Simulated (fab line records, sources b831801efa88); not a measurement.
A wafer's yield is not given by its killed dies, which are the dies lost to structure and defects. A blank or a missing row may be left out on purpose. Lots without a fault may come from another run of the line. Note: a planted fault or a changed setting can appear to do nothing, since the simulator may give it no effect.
Code-filled problem report in 8D (eight disciplines) form :: flow gf180mcu :: the parts of the form that need people (team, actions taken, sign-off) are left out

## 1. THE ISSUE
HV_LDD_TW at GF_HV_LDD_TW_MEAS_11 reads a mean of 2207 on 6 wafers of 2 lots; wafers without a fault read 2389 with a standard deviation of 29. Measured from the usual mean, that is -6.3 standard deviations.
The first sign was on wafer L272.1 at day 18 00:25, on film-metro-02. The record holds 36 wafers of 12 lots with a number at this step. By rule, "out" or "out of limits" means more than 4 standard deviations away from the usual mean. The rest of the wafers with a number are treated as sound.

## 2. WHAT IT IS AND WHAT IT IS NOT
question: which readings at this step
is: HV_LDD_TW
is not: -

question: which lots
is: L272, L273
is not: L250, L251, L253, L254, L258, L261, L263, L266, L267, L271

question: which wafers of those lots
is: all that have a number
is not: -

question: read on which gauges
is: film-metro-02
is not: film-metro-03

question: when
is: from day 18 00:25
is not: up to then (30 sound wafers)

## 3. SUSPECTS, AND WHAT RULES EACH OUT
Counting: any tool at a process step up to the reading is kept as a suspect provided that every lot that is out went through it and no sound lot did after the first of them.
- the gauge at GF_HV_LDD_TW_MEAS_11: ruled out. All the wafers that are out were read on film-metro-02, but those of them that GF_HV_LDD_IMPLANT_09 has rows for are out there too, on other tools.
- plasma-asher-02 at GF_MVPSD_STRIP_10 (strips in O2/N2): kept. It processed each lot that is out, first L272 at day 11 03:40, and no sound lot thereafter; up to then, the last sound lot it processed was L266 at day 9 11:50.
- implanter-03 at GF_HV_LDD_IMPLANT_09: kept. It processed each lot that is out, first L272 at day 18 00:10, and no sound lot thereafter; up to then, the last sound lot it processed was L271 at day 17 13:28. Its own dose-ions-cm2, faraday-current-uA readings are out on those wafers.
After counting, plasma-asher-02 at GF_MVPSD_STRIP_10 and implanter-03 at GF_HV_LDD_IMPLANT_09 remain.

## 4. THE CAUSE (what the simulator had put in)
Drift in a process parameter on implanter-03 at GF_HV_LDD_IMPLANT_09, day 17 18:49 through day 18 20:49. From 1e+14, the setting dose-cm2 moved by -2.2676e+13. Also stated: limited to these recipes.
Counting left 2 suspects, and this tool is among them.

## 5. THE CHAIN OF EFFECTS, in route order
Each row: a reading where the mean over the struck wafers with a number is more than 3 standard deviations away from the usual. Only readings whose record carries a usual standard deviation are examined. hours: median over the lots of the time between each lot's start at the first step of this table that gives one and its start at this step. sigmas: the change, counted in usual standard deviations.
hours: 0
step: GF_HV_LDD_IMPLANT_09
reading: dose-ions-cm2
usual: 1.0001e+14
on struck wafers: 7.7332e+13
change: -2.2678e+13
sigmas: -99 or more

hours: 0
step: GF_HV_LDD_IMPLANT_09
reading: faraday-current-uA
usual: 566
on struck wafers: 438
change: -128
sigmas: -12

hours: 0
step: GF_HV_LDD_TW_MEAS_11
reading: HV_LDD_TW
usual: 2389
on struck wafers: 2207
change: -182
sigmas: -6.3

hours: 76
step: GF_HV_LDD_RS_MEAS_53
reading: HV_LDD_RS
usual: 418.9 ohm/sq
on struck wafers: 466.1
change: +47.2
sigmas: +50
It contains these process steps:
- GF_HV_LDD_IMPLANT_09

## 6. HOW IT WOULD HAVE BEEN CAUGHT EARLIER
Counted from the fault's start at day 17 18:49, it took 6 hours until the first out-of-limits reading at a measuring or inspecting step in this record, taken at day 18 00:25.
Tool's own readings at GF_HV_LDD_IMPLANT_09, dose-ions-cm2, faraday-current-uA: out on all struck wafers the step has rows for; an alarm limit on them would have tripped on the first.
Among the 2 lots that are out, L273 began GF_HV_LDD_IMPLANT_09 on implanter-03 after day 18 00:25. A hold on the tool at that time would have spared it.
